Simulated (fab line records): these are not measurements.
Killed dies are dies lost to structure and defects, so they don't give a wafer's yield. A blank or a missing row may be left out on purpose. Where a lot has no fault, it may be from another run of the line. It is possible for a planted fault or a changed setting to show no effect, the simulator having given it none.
Chamber matching + flow sky130 + hdpcvd-02 running SKY_FIELD_ISO_CVD_24: 3 sister chambers
The step deposits SiO2, target thk 595 nm, time 99.2 s. 6 wafers are shown with their chamber, then 8 later ones without.

WAFERS WITH THEIR CHAMBER
| wafer  | chamber | runLengthS (s) | pressureMtorr (mTorr) |
|--------|---------|----------------|-----------------------|
| L876.3 | 0       | 126.8          | 6.010                 |
| L886.1 | 0       | 126.7          | 6.001                 |
| L888.1 | 2       | 126.7          | 6.024                 |
| L888.2 | 1       | 127.4          | 6.013                 |
| L888.6 | 2       | 126.9          | 6.009                 |
| L890.1 | 1       | 128.1          | 6.004                 |

WAFERS WHOSE CHAMBER IS MISSING
| wafer  | runLengthS (s) | pressureMtorr (mTorr) |
|--------|----------------|-----------------------|
| L890.2 | 127.1          | 5.979                 |
| L890.4 | 127.7          | 6.010                 |
| L891.2 | 127.8          | 5.999                 |
| L891.5 | 127.4          | 6.010                 |
| L891.6 | 126.8          | 6.030                 |
| L893.1 | 127.8          | 6.001                 |
| L893.4 | 126.6          | 5.998                 |
| L893.6 | 127.4          | 5.999                 |

THE CHAMBER EACH PASSED THROUGH
| wafer  | from the rows above          | in truth                   |
|--------|------------------------------|----------------------------|
| L890.2 | can't be placed: 0 or 1 or 2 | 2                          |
| L890.4 | 1                            | 1                          |
| L891.2 | 1                            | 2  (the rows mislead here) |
| L891.5 | can't be placed: 1 or 2 or 0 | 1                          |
| L891.6 | can't be placed: 2 or 0      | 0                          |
| L893.1 | 1                            | 1                          |
| L893.4 | can't be placed: 0 or 2      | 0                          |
| L893.6 | can't be placed: 1 or 0 or 2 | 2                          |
Placed correctly: 2 of 8. Can't be placed from these rows: 5 (the true chamber is among the candidates in 5). 1 placed wrongly.
How it was worked out, from the rows above alone: a wafer's distance from a chamber is the root of the sum, over the readings, of the square of ((its reading less the chamber's mean) divided by the reading's scatter). The wafer belongs to the nearest chamber; if the next one is less than 2 further off, it can't be placed. Each chamber's mean is taken over the wafers shown for it. How the scatter is found: for the shown wafers, subtract from each reading the mean of its chamber, square and add these, divide the total by (wafers less chambers), then take the root.
